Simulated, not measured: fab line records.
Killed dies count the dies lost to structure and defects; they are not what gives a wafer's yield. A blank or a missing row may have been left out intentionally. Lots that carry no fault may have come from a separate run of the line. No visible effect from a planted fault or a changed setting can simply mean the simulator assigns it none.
fab line records -- flow gf180mcu -- part 1 of 2: steps 1 to 26 of 36
[record] lots = 5, wafers = 15, lastDay = 34
route steps=602 shown V2@399 M3@409 V3@429
lots untouched by any fault: they come from a run of this same line in which no faults occurred
startH: hours from the record's first day to the start of the lot's first wafer shown -- waitH: hours from the lot's prior step to this one -- " repeats the value in the row above -- L1.1+2: several wafers, shown together as one row -- - no value, or no start given -- * or withheld: withheld -- < > ~ a bound
route shown NAME@n: a module of which the file shows steps, and the number in the route of the first -- usual: mean/standard deviation of fault-free wafers -- same: alike in all rows -- chamber/n: place in a boat -- sites: the reading at each site -- _std_site: the standard deviation of these -- _edge_site: mean of outer sites minus mean of inner sites -- radiusMm: how far each site lies from the wafer's centre -- mask NAME#n: copy n -- behind: the most recent tool/chamber to have shaped the wafer -- hold: why the lot went on hold/how many hours it stayed there/how the hold came to an end -- device: the n, p or np transistor that did not switch -- end of line: the tests these same wafers got at the end of their route -- where a step has no rows: the recipe by itself -- killed: dies lost to structure and defects at the first sort, not the wafer's yield -- map: a wafer's dies, x killed, . not, _ none there
set.NAME: the setting as run; set.NAME@STEP: as run at that earlier step -- model.NAME: the simulator's own value behind a step, which no gauge read
lots at some steps of the route; a table a step, a row a wafer
services: a tool's chamber out of use, with start hour (startH, from the record's first day; less than 0 if before it), hours out, and reason
[[steps]]
[step GF_V2_ETCH_17]
[recipe] chemistry = C4F8/O2/Ar, maskMaterial = KrF, target = SiO2, stopOn = TiN, sourceW = 1500, biasW = 1200, pressureMtorr = 40, c4f8FlowSccm = withheld, O2_flow_sccm = 6, Ar_flow_sccm = 300, timeS = withheld, targetDepthA = 6300
[usual] oesProductAu = 0.857/0.0049
lot.wafer,tool,chamber,startH,waitH,oesProductAu
L077.1,rieDiel-02,2,-,-,0.856
L077.2,rieDiel-02,3,-,-,0.853
L077.3,rieDiel-02,1,-,-,0.856
L079.1,rieDiel-02,1,-,-,0.857
L079.3,rieDiel-02,3,-,-,0.847
L079.6,rieDiel-02,1,-,-,0.861
L086.2,rieDiel-02,2,-,-,0.859
L086.3,rieDiel-02,1,-,-,0.856
L086.6,rieDiel-02,2,-,-,0.861
L091.3,rieDiel-04,3,-,-,0.850
L091.4,rieDiel-04,2,-,-,0.856
L091.5,rieDiel-04,1,-,-,0.860
L095.2,rieDiel-04,2,-,-,0.860
L095.3,rieDiel-04,1,-,-,0.854
L095.5,rieDiel-04,0,-,-,0.860
[step GF_V2_STRIP_18]
[recipe] chemistry = O2/N2, powerW = 1400, pressureMtorr = 1500, platenTempC = 250, o2FlowSccm = 3000, n2FlowSccm = 300, overashFraction = 0.5
[usual] drypumpMotorCurrentA = 5.6/0.33, heaterPowerW = 324/23, oesProductAu = 0.593/0.0048
lot.wafer,tool,chamber,startH,waitH,drypumpMotorCurrentA,heaterPowerW,oesProductAu,rfHoursCounterH
L077.1,plasmaAsher-04,0,506.24,-,5.2,310,0.600,85
L077.2,plasmaAsher-04,1,506.24,-,5.2,304,0.580,85
L077.3,plasmaAsher-04,1,506.24,-,5.2,301,0.600,-
L079.1,plasmaAsher-03,1,520.58,-,5.8,320,0.591,50
L079.3,plasmaAsher-03,0,520.58,-,5.9,356,0.583,-
L079.6,plasmaAsher-03,1,520.58,-,5.8,321,0.591,-
L086.2,plasmaAsher-04,0,574.24,-,5.2,304,0.586,93
L086.3,plasmaAsher-04,0,574.24,-,5.2,307,0.594,-
L086.6,plasmaAsher-04,1,574.24,-,5.2,300,0.594,-
L091.3,plasmaAsher-03,1,606.12,-,5.9,320,0.585,-
L091.4,plasmaAsher-03,0,606.12,-,5.9,352,0.596,-
L091.5,plasmaAsher-03,0,606.12,-,5.9,343,0.590,-
L095.2,plasmaAsher-03,0,631.13,-,5.9,340,0.603,62
L095.3,plasmaAsher-03,0,631.13,-,5.9,351,0.593,-
L095.5,plasmaAsher-03,0,631.13,-,5.9,345,0.592,-
[step GF_V2_STRIP_19]
[recipe] chemistry = postEtchResidueRemover, timeS = 1200, tempC = 72.5
lot.wafer,tool,chamber,startH,waitH
L077.1+2+3,wetBench-02,3,506.34,0.1
L079.1+3+6,wetBench-04,1,520.68,0.1
L086.2+3+6,wetBench-04,3,574.34,0.1
L091.3+4+5,wetBench-04,2,606.19,0.0
L095.2+3+5,wetBench-02,2,631.23,0.1
[step GF_V2_CLEAN_20]
[recipe] chemistry = DIW, dry = n2Spin
lot.wafer,tool,chamber,startH,waitH
L077.1+2+3,wetBench-04,0,506.68,0.0
L079.1+3+6,wetBench-02,3,521.02,0.0
L086.2+3+6,wetBench-01,3,575.15,0.0
L091.3+4+5,wetBench-01,1,606.53,0.0
L095.2+3+5,wetBench-04,3,631.60,0.0
[step GF_V2_SPUTTER_21]
[recipe] material = Ti, targetThkNm = 15, chamberPressurePa = 5, powerW = 2500, substrateTempC = 200, timeS = 80.02
[usual] cathodeDcPowerW = 2500.0/0.46, throttleValvePct = 29.9/0.79
lot.wafer,tool,chamber,startH,waitH,cathodeDcPowerW,throttleValvePct
L077.1,pvdSputter-02,-,506.77,0.0,2500.3,30.7
L077.2,pvdSputter-02,-,506.77,0.0,2499.5,29.8
L077.3,pvdSputter-02,-,506.77,0.0,2500.4,30.0
L079.1,pvdSputter-03,-,521.11,0.0,2499.2,29.7
L079.3,pvdSputter-03,-,521.11,0.0,2501.0,29.2
L079.6,pvdSputter-03,-,521.11,0.0,2500.5,29.9
L086.2,pvdSputter-02,-,575.25,0.0,2500.2,29.7
L086.3,pvdSputter-02,-,575.25,0.0,2499.8,30.0
L086.6,pvdSputter-02,-,575.25,0.0,2501.1,29.9
L091.3,pvdSputter-04,-,606.71,0.0,2500.1,29.0
L091.4,pvdSputter-04,-,606.71,0.0,2499.6,28.6
L091.5,pvdSputter-04,-,606.71,0.0,2499.2,29.1
L095.2,pvdSputter-04,-,631.69,0.0,2500.0,28.6
L095.3,pvdSputter-04,-,631.69,0.0,2500.2,30.9
L095.5,pvdSputter-04,-,631.69,0.0,2499.1,28.3
[step GF_V2_SPUTTER_22]
[recipe] material = TiN, targetThkNm = 10, chamberPressurePa = 5, powerW = 4000, timeS = 40
[usual] cathodeDcPowerW = 4000.0/0.7, throttleValvePct = 29.9/0.78
lot.wafer,tool,chamber,startH,waitH,cathodeDcPowerW,throttleValvePct
L077.1,pvdSputter-02,-,506.83,0.0,4000.3,30.7
L077.2,pvdSputter-02,-,506.83,0.0,4000.7,29.9
L077.3,pvdSputter-02,-,506.83,0.0,3998.7,30.0
L079.1,pvdSputter-03,-,521.17,0.0,4000.5,29.6
L079.3,pvdSputter-03,-,521.17,0.0,3999.0,29.2
L079.6,pvdSputter-03,-,521.17,0.0,3999.5,29.9
L086.2,pvdSputter-02,-,575.31,0.0,3999.0,30.0
L086.3,pvdSputter-02,-,575.31,0.0,3999.9,30.0
L086.6,pvdSputter-02,-,575.31,0.0,3999.7,29.7
L091.3,pvdSputter-04,-,606.77,0.0,4000.5,29.0
L091.4,pvdSputter-04,-,606.77,0.0,4000.0,28.4
L091.5,pvdSputter-04,-,606.77,0.0,3999.5,29.1
L095.2,pvdSputter-04,-,631.75,0.0,4000.6,28.4
L095.3,pvdSputter-04,-,631.75,0.0,3999.4,30.9
L095.5,pvdSputter-04,-,631.75,0.0,3999.5,28.6
[step GF_V2_CVD_23]
[recipe] material = W, targetThkNm = 350, timeS = 104.94, tempC = 400, pressureTorr = 40
[usual] heaterPowerW = 808/100
lot.wafer,tool,chamber,startH,waitH,heaterPowerW
L077.1,cvdW-01,1,506.87,0.0,982
L077.2,cvdW-01,0,506.87,0.0,727
L077.3,cvdW-01,0,506.87,0.0,751
L079.1,cvdW-02,1,521.21,0.0,692
L079.3,cvdW-02,0,521.21,0.0,865
L079.6,cvdW-02,0,521.21,0.0,859
L086.2,cvdW-02,1,575.35,0.0,695
L086.3,cvdW-02,0,575.35,0.0,864
L086.6,cvdW-02,1,575.35,0.0,707
L091.3,cvdW-02,0,606.85,0.1,880
L091.4,cvdW-02,1,606.85,0.1,714
L091.5,cvdW-02,1,606.85,0.1,693
L095.2,cvdW-02,1,631.79,0.0,699
L095.3,cvdW-02,0,631.79,0.0,847
L095.5,cvdW-02,0,631.79,0.0,862
[step GF_V2_RS_MEAS_24]
[recipe] thkMeasGauge = four-point-probe, reads = W_of_V2_CVD_23+TiN_of_V2_SPUTTER_22+Ti_of_V2_SPUTTER_21
[usual] V2_W_RS = 0.326/0.0033
lot.wafer,tool,chamber,startH,waitH,V2_W_RS[ohm/sq]
L077.1,filmMetro-01,-,506.98,0.1,0.326
L077.2,filmMetro-01,-,506.98,0.1,0.325
L077.3,filmMetro-01,-,506.98,0.1,0.322
L079.1,filmMetro-03,-,521.33,0.1,0.324
L079.3,filmMetro-03,-,521.33,0.1,0.322
L079.6,filmMetro-03,-,521.33,0.1,0.323
L086.2,filmMetro-03,-,575.49,0.1,0.325
L086.3,filmMetro-03,-,575.49,0.1,0.324
L086.6,filmMetro-03,-,575.49,0.1,0.327
L091.3,filmMetro-03,-,606.96,0.1,0.324
L091.4,filmMetro-03,-,606.96,0.1,0.323
L091.5,filmMetro-03,-,606.96,0.1,0.328
L095.2,filmMetro-03,-,631.93,0.1,0.326
L095.3,filmMetro-03,-,631.93,0.1,0.331
L095.5,filmMetro-03,-,631.93,0.1,0.324
[step GF_V2_THK_MEAS_25]
[recipe] thkMeasGauge = xrf, reads = W_of_V2_CVD_23
[usual] V2_W_THK = 347/4.4
lot.wafer,tool,chamber,startH,waitH,V2_W_THK[nm]
L077.1,filmMetro-01,-,507.10,0.1,350
L077.2,filmMetro-01,-,507.10,0.1,350
L077.3,filmMetro-01,-,507.10,0.1,354
L079.1,filmMetro-03,-,521.45,0.1,342
L079.3,filmMetro-03,-,521.45,0.1,346
L079.6,filmMetro-03,-,521.45,0.1,344
L086.2,filmMetro-03,-,575.60,0.1,347
L086.3,filmMetro-03,-,575.60,0.1,345
L086.6,filmMetro-03,-,575.60,0.1,343
L091.3,filmMetro-03,-,607.06,0.1,343
L091.4,filmMetro-03,-,607.06,0.1,346
L091.5,filmMetro-03,-,607.06,0.1,340
L095.2,filmMetro-03,-,632.04,0.1,342
L095.3,filmMetro-03,-,632.04,0.1,339
L095.5,filmMetro-03,-,632.04,0.1,344
[step GF_V2_CMP_26]
[recipe] stopOn = SiO2, downForcePsi = 3.5, platenRpm = 60, tOverpolishS = 15, targetThkNm = 0, padVelocityMS = 0.94248
[usual] motorCurrentA = 11.1/1.1, overpolishRunS = 14.999/0.0087, slurryFilterDpKPa = 13.50/0.14, timeToEndpointS = 86/3.1
lot.wafer,tool,chamber,startH,waitH,motorCurrentA,overpolishRunS,slurryFilterDpKPa,timeToEndpointS
L077.2,cmp-01,0,507.21,0.1,11.5,14.991,13.48,89
L077.3,cmp-01,1,507.21,0.1,11.0,14.998,13.71,86
L077.1,cmp-01,2,507.21,0.1,10.3,14.992,13.38,91
L079.3,cmp-01,2,521.56,0.1,10.2,15.011,13.46,87
L079.1,cmp-01,0,521.56,0.1,11.9,14.994,13.38,86
L079.6,cmp-01,2,521.56,0.1,9.9,15.011,13.64,89
L086.3,cmp-02,2,575.91,0.3,11.4,15.003,13.61,87
L086.2,cmp-02,0,575.91,0.3,9.8,15.005,13.65,84
L086.6,cmp-02,1,575.91,0.3,12.5,14.999,13.54,86
L091.4,cmp-01,1,607.20,0.1,10.9,15.001,13.43,88
L091.3,cmp-01,2,607.20,0.1,10.1,14.994,13.63,89
L091.5,cmp-01,3,607.20,0.1,10.0,14.980,13.65,86
L095.3,cmp-02,3,632.09,0.0,12.2,14.988,13.58,81
L095.2,cmp-02,0,632.09,0.0,10.2,14.989,13.74,84
L095.5,cmp-02,0,632.09,0.0,10.0,14.994,13.65,83
[step GF_M3_SPUTTER_00]
[recipe] material = Ti, targetThkNm = 37.5, arrivingIonEnergyEv = 80, substrateTempC = 200, chamberPressurePa = 2, powerW = 4000, timeS = 150
[usual] cathodeDcPowerW = 4000.0/0.66, throttleValvePct = 30.2/1.1
lot.wafer,tool,chamber,startH,waitH,cathodeDcPowerW,throttleValvePct
L077.1,pvdSputter-03,-,507.46,0.1,4000.0,31.1
L077.2,pvdSputter-03,-,507.46,0.1,4000.1,28.9
L077.3,pvdSputter-03,-,507.46,0.1,4000.7,29.6
L079.1,pvdSputter-01,-,521.81,0.1,3999.8,29.1
L079.3,pvdSputter-01,-,521.81,0.1,4000.5,30.5
L079.6,pvdSputter-01,-,521.81,0.1,4000.7,32.1
L086.2,pvdSputter-03,-,576.16,0.1,3999.2,28.8
L086.3,pvdSputter-03,-,576.16,0.1,4002.0,29.1
L086.6,pvdSputter-03,-,576.16,0.1,3999.0,31.3
L091.3,pvdSputter-02,-,607.40,0.1,4000.6,30.8
L091.4,pvdSputter-02,-,607.40,0.1,4000.3,29.9
L091.5,pvdSputter-02,-,607.40,0.1,4000.8,30.0
L095.2,pvdSputter-03,-,632.39,0.2,3999.8,29.2
L095.3,pvdSputter-03,-,632.39,0.2,4000.3,28.8
L095.5,pvdSputter-03,-,632.39,0.2,4000.1,31.2
[step GF_M3_SPUTTER_01]
[recipe] material = TiN, targetThkNm = 30, powerW = 6500, timeS = 25, chamberPressurePa = 0.4
[usual] cathodeDcPowerW = 6500.2/1.2, throttleValvePct = 30.2/1.1
lot.wafer,tool,chamber,startH,waitH,cathodeDcPowerW,throttleValvePct
L077.1,pvdSputter-03,-,507.56,0.1,6501.2,31.6
L077.2,pvdSputter-03,-,507.56,0.1,6497.9,29.4
L077.3,pvdSputter-03,-,507.56,0.1,6500.3,29.4
L079.1,pvdSputter-01,-,521.91,0.1,6499.2,29.3
L079.3,pvdSputter-01,-,521.91,0.1,6498.3,30.7
L079.6,pvdSputter-01,-,521.91,0.1,6501.4,31.9
L086.2,pvdSputter-03,-,576.26,0.1,6501.2,28.9
L086.3,pvdSputter-03,-,576.26,0.1,6501.4,29.2
L086.6,pvdSputter-03,-,576.26,0.1,6500.6,31.5
L091.3,pvdSputter-02,-,607.50,0.1,6500.4,30.6
L091.4,pvdSputter-02,-,607.50,0.1,6500.5,29.9
L091.5,pvdSputter-02,-,607.50,0.1,6501.2,29.9
L095.2,pvdSputter-03,-,632.49,0.1,6499.5,29.0
L095.3,pvdSputter-03,-,632.49,0.1,6499.9,29.1
L095.5,pvdSputter-03,-,632.49,0.1,6501.0,31.5
[step GF_M3_SPUTTER_02]
[recipe] material = AlCu, targetThkNm = 450, powerW = 10600, timeS = 23.9, chamberPressurePa = 0.4
[usual] cathodeDcPowerW = 10600/1.8, throttleValvePct = 30.2/1.1
lot.wafer,tool,chamber,startH,waitH,cathodeDcPowerW,throttleValvePct
L077.1,pvdSputter-03,-,507.59,0.0,10600,31.3
L077.2,pvdSputter-03,-,507.59,0.0,10601,29.1
L077.3,pvdSputter-03,-,507.59,0.0,10600,29.5
L079.1,pvdSputter-01,-,521.94,0.0,10602,29.1
L079.3,pvdSputter-01,-,521.94,0.0,10603,30.6
L079.6,pvdSputter-01,-,521.94,0.0,10600,31.8
L086.2,pvdSputter-03,-,576.29,0.0,10600,29.2
L086.3,pvdSputter-03,-,576.29,0.0,10598,29.3
L086.6,pvdSputter-03,-,576.29,0.0,10600,31.4
L091.3,pvdSputter-02,-,607.53,0.0,10601,30.8
L091.4,pvdSputter-02,-,607.53,0.0,10600,30.0
L091.5,pvdSputter-02,-,607.53,0.0,10601,30.4
L095.2,pvdSputter-03,-,632.52,0.0,10600,29.1
L095.3,pvdSputter-03,-,632.52,0.0,10602,29.1
L095.5,pvdSputter-03,-,632.52,0.0,10601,31.5
[step GF_M3_SPUTTER_03]
[recipe] material = Ti, targetThkNm = 10, substrateTempC = 300, chamberPressurePa = 0.3, powerW = 3000, timeS = 6.7
[usual] cathodeDcPowerW = 3000.0/0.53, throttleValvePct = 30.2/1.1
lot.wafer,tool,chamber,startH,waitH,cathodeDcPowerW,throttleValvePct
L077.1,pvdSputter-03,-,507.62,0.0,3000.4,31.5
L077.2,pvdSputter-03,-,507.62,0.0,3000.0,29.3
L077.3,pvdSputter-03,-,507.62,0.0,2999.8,29.9
L079.1,pvdSputter-01,-,521.97,0.0,3000.2,28.9
L079.3,pvdSputter-01,-,521.97,0.0,3000.6,31.0
L079.6,pvdSputter-01,-,521.97,0.0,3000.7,31.8
L086.2,pvdSputter-03,-,576.32,0.0,2999.3,29.1
L086.3,pvdSputter-03,-,576.32,0.0,2999.2,29.2
L086.6,pvdSputter-03,-,576.32,0.0,2999.1,31.4
L091.3,pvdSputter-02,-,607.56,0.0,2999.8,30.7
L091.4,pvdSputter-02,-,607.56,0.0,3001.0,30.1
L091.5,pvdSputter-02,-,607.56,0.0,3000.3,30.0
L095.2,pvdSputter-03,-,632.55,0.0,3000.7,29.1
L095.3,pvdSputter-03,-,632.55,0.0,2999.8,29.1
L095.5,pvdSputter-03,-,632.55,0.0,3000.1,31.2
[step GF_M3_SPUTTER_04]
[recipe] material = TiN, targetThkNm = 50, powerW = 6500, timeS = 41.7, chamberPressurePa = 0.4
[usual] cathodeDcPowerW = 6500.1/1.2, throttleValvePct = 30.2/1.1
lot.wafer,tool,chamber,startH,waitH,cathodeDcPowerW,throttleValvePct
L077.1,pvdSputter-03,-,507.64,0.0,6499.9,31.3
L077.2,pvdSputter-03,-,507.64,0.0,6499.2,29.0
L077.3,pvdSputter-03,-,507.64,0.0,6500.4,29.8
L079.1,pvdSputter-01,-,521.99,0.0,6499.2,29.0
L079.3,pvdSputter-01,-,521.99,0.0,6499.1,30.9
L079.6,pvdSputter-01,-,521.99,0.0,6498.7,32.0
L086.2,pvdSputter-03,-,576.34,0.0,6498.9,29.1
L086.3,pvdSputter-03,-,576.34,0.0,6499.6,29.1
L086.6,pvdSputter-03,-,576.34,0.0,6499.0,31.5
L091.3,pvdSputter-02,-,607.58,0.0,6498.3,30.2
L091.4,pvdSputter-02,-,607.58,0.0,6500.5,29.8
L091.5,pvdSputter-02,-,607.58,0.0,6499.6,30.0
L095.2,pvdSputter-03,-,632.57,0.0,6499.3,29.0
L095.3,pvdSputter-03,-,632.57,0.0,6500.1,28.9
L095.5,pvdSputter-03,-,632.57,0.0,6499.2,31.6
[step GF_M3_RS_MEAS_05]
[recipe] thkMeasGauge = four-point-probe, reads = TiN_of_M3_SPUTTER_04+Ti_of_M3_SPUTTER_03+AlCu_of_M3_SPUTTER_02+TiN_of_M3_SPUTTER_01+Ti_of_M3_SPUTTER_00
[usual] M3_ALCU_RS = 0.0695/0.0007
lot.wafer,tool,chamber,startH,waitH,M3_ALCU_RS[ohm/sq]
L077.1,filmMetro-02,-,507.68,0.0,0.0689
L077.2,filmMetro-02,-,507.68,0.0,0.0684
L077.3,filmMetro-02,-,507.68,0.0,0.0681
L079.1,filmMetro-02,-,522.03,0.0,0.0692
L079.3,filmMetro-02,-,522.03,0.0,0.0686
L079.6,filmMetro-02,-,522.03,0.0,0.0695
L086.2,filmMetro-01,-,576.40,0.0,0.0692
L086.3,filmMetro-01,-,576.40,0.0,0.0687
L086.6,filmMetro-01,-,576.40,0.0,0.0693
L091.3,filmMetro-04,-,607.66,0.1,0.0694
L091.4,filmMetro-04,-,607.66,0.1,0.0711
L091.5,filmMetro-04,-,607.66,0.1,0.0700
L095.2,filmMetro-04,-,632.63,0.0,0.0694
L095.3,filmMetro-04,-,632.63,0.0,0.0693
L095.5,filmMetro-04,-,632.63,0.0,0.0696
[step GF_M3_THK_MEAS_06]
[recipe] thkMeasGauge = xrf, reads = AlCu_of_M3_SPUTTER_02
[usual] M3_ALCU_THK = 448/5.3
lot.wafer,tool,chamber,startH,waitH,M3_ALCU_THK[nm]
L077.1,filmMetro-02,-,507.80,0.1,453
L077.2,filmMetro-02,-,507.80,0.1,456
L077.3,filmMetro-02,-,507.80,0.1,455
L079.1,filmMetro-02,-,522.15,0.1,453
L079.3,filmMetro-02,-,522.15,0.1,455
L079.6,filmMetro-02,-,522.15,0.1,449
L086.2,filmMetro-01,-,576.51,0.1,450
L086.3,filmMetro-01,-,576.51,0.1,452
L086.6,filmMetro-01,-,576.51,0.1,449
L091.3,filmMetro-04,-,607.76,0.1,448
L091.4,filmMetro-04,-,607.76,0.1,436
L091.5,filmMetro-04,-,607.76,0.1,444
L095.2,filmMetro-04,-,632.74,0.1,447
L095.3,filmMetro-04,-,632.74,0.1,451
L095.5,filmMetro-04,-,632.74,0.1,446
[step GF_M3_DEHYDRATE_07]
[recipe] tempC = 200, timeS = 60
lot.wafer,tool,chamber,startH,waitH
L077.1+2+3,lithoTrack-04,0,519.20,11.4
L079.1+3+6,lithoTrack-03,0,532.86,10.7
L086.2+3+6,lithoTrack-02,0,586.53,10.0
L091.3+4+5,lithoTrack-02,0,617.30,9.5
L095.2+3+5,lithoTrack-03,0,641.94,9.2
[step GF_M3_HMDS_08]
[recipe] primeTimeS = 60, primeTempC = 120
lot.wafer,tool,chamber,startH,waitH
L077.1+2+3,lithoTrack-04,0,519.35,0.1
L079.1+3+6,lithoTrack-03,0,533.01,0.1
L086.2+3+6,lithoTrack-02,0,586.68,0.1
L091.3+4+5,lithoTrack-02,0,617.45,0.1
L095.2+3+5,lithoTrack-03,0,642.09,0.1
[step GF_M3_COAT_09]
[recipe] resist = KrF, spinRpm = withheld, resistThkNm = 1000
[usual] dispensePressureKPa = 55.3/2.8
lot.wafer,tool,chamber,startH,waitH,dispensePressureKPa
L077.1,lithoTrack-04,0,519.50,0.1,53.1
L077.2,lithoTrack-04,0,519.50,0.1,53.1
L077.3,lithoTrack-04,0,519.50,0.1,53.1
L079.1,lithoTrack-03,0,533.16,0.1,52.9
L079.3,lithoTrack-03,0,533.16,0.1,52.9
L079.6,lithoTrack-03,0,533.16,0.1,52.9
L086.2,lithoTrack-02,0,586.83,0.1,58.6
L086.3,lithoTrack-02,0,586.83,0.1,58.6
L086.6,lithoTrack-02,0,586.83,0.1,58.6
L091.3,lithoTrack-02,0,617.60,0.1,58.5
L091.4,lithoTrack-02,0,617.60,0.1,58.6
L091.5,lithoTrack-02,0,617.60,0.1,58.5
L095.2,lithoTrack-03,0,642.24,0.1,52.9
L095.3,lithoTrack-03,0,642.24,0.1,52.9
L095.5,lithoTrack-03,0,642.24,0.1,52.9
[step GF_M3_SOFTBAKE_10]
[recipe] tempC = 130, timeS = 60, resist = KrF
lot.wafer,tool,chamber,startH,waitH
L077.1+2+3,lithoTrack-04,0,519.65,0.1
L079.1+3+6,lithoTrack-03,0,533.31,0.1
L086.2+3+6,lithoTrack-02,0,586.98,0.1
L091.3+4+5,lithoTrack-02,0,617.75,0.1
L095.2+3+5,lithoTrack-03,0,642.39,0.1
[step GF_M3_EXPOSE_11]
[recipe] maskId = Metal3, targetCdNm = 280, na = 0.68, sourceShape = conventional, sigmaOuter = 0.6, doseMj = 28
[same] sigmaOuter = 0.6
lot.wafer,tool,chamber,startH,waitH,mask
L077.1+2+3,krfScanner-02,0,-,-,Metal3#0
L079.1+3+6,krfScanner-02,0,-,-,Metal3#0
L086.2+3+6,krfScanner-01,0,-,-,Metal3#0
L091.3+4+5,krfScanner-02,0,-,-,Metal3#0
L095.2+3+5,krfScanner-02,0,-,-,Metal3#0
[step GF_M3_PEB_12]
[recipe] pebTempC = 135, pebTimeS = 90, resist = KrF
lot.wafer,tool,chamber,startH,waitH
L077.1+2+3,lithoTrack-04,0,-,-
L079.1+3+6,lithoTrack-03,0,-,-
L086.2+3+6,lithoTrack-03,0,-,-
L091.3+4+5,lithoTrack-02,0,-,-
L095.2+3+5,lithoTrack-02,0,-,-
[step GF_M3_DEVELOP_13]
[recipe] developTimeS = 60, devTempC = 21
[usual] developerTempC = 20.99/0.1
lot.wafer,tool,chamber,startH,waitH,developerTempC
L077.1,lithoTrack-04,0,531.20,0.2,21.02
L077.2,lithoTrack-04,0,531.20,0.2,20.82
L077.3,lithoTrack-04,0,531.20,0.2,21.11
L079.1,lithoTrack-03,0,544.26,0.2,20.83
L079.3,lithoTrack-03,0,544.26,0.2,20.89
L079.6,lithoTrack-03,0,544.26,0.2,20.97
L086.2,lithoTrack-03,0,597.14,0.2,20.91
L086.3,lithoTrack-03,0,597.14,0.2,20.93
L086.6,lithoTrack-03,0,597.14,0.2,20.79
L091.3,lithoTrack-02,0,627.85,0.1,21.04
L091.4,lithoTrack-02,0,627.85,0.1,20.96
L091.5,lithoTrack-02,0,627.85,0.1,20.98
L095.2,lithoTrack-02,0,652.58,0.2,20.89
L095.3,lithoTrack-02,0,652.58,0.2,20.89
L095.5,lithoTrack-02,0,652.58,0.2,21.00
[step GF_M3_CD_MEAS_14]
[recipe] targetCdNm = 280
[usual] cdNm = 279.7/1.3
lot.wafer,tool,chamber,startH,waitH,cdNm
L077.1,cdSem-01,-,531.35,0.1,280.8
L077.2,cdSem-01,-,531.35,0.1,281.7
L077.3,cdSem-01,-,531.35,0.1,279.9
L079.1,cdSem-02,-,544.41,0.1,278.4
L079.3,cdSem-02,-,544.41,0.1,279.1
L079.6,cdSem-02,-,544.41,0.1,279.5
L086.2,cdSem-02,-,597.28,0.1,278.7
L086.3,cdSem-02,-,597.28,0.1,279.4
L086.6,cdSem-02,-,597.28,0.1,279.5
L091.3,cdSem-02,-,627.99,0.1,280.5
L091.4,cdSem-02,-,627.99,0.1,279.2
L091.5,cdSem-02,-,627.99,0.1,281.1
L095.2,cdSem-01,-,652.72,0.1,279.9
L095.3,cdSem-01,-,652.72,0.1,278.1
L095.5,cdSem-01,-,652.72,0.1,279.9
[step GF_M3_OVL_MEAS_15]
[usual] M3_OVL = 1/5.9
lot.wafer,tool,chamber,startH,waitH,M3_OVL[nm]
L077.1,overlay-01,-,531.47,0.1,-11
L077.2,overlay-01,-,531.47,0.1,-12
L077.3,overlay-01,-,531.47,0.1,-6
L079.1,overlay-02,-,544.53,0.1,-2
L079.3,overlay-02,-,544.53,0.1,4
L079.6,overlay-02,-,544.53,0.1,5
L086.2,overlay-02,-,597.39,0.1,0
L086.3,overlay-02,-,597.39,0.1,4
L086.6,overlay-02,-,597.39,0.1,1
L091.3,overlay-01,-,628.09,0.1,-4
L091.4,overlay-01,-,628.09,0.1,-7
L091.5,overlay-01,-,628.09,0.1,1
L095.2,overlay-01,-,652.83,0.1,1
L095.3,overlay-01,-,652.83,0.1,5
L095.5,overlay-01,-,652.83,0.1,2
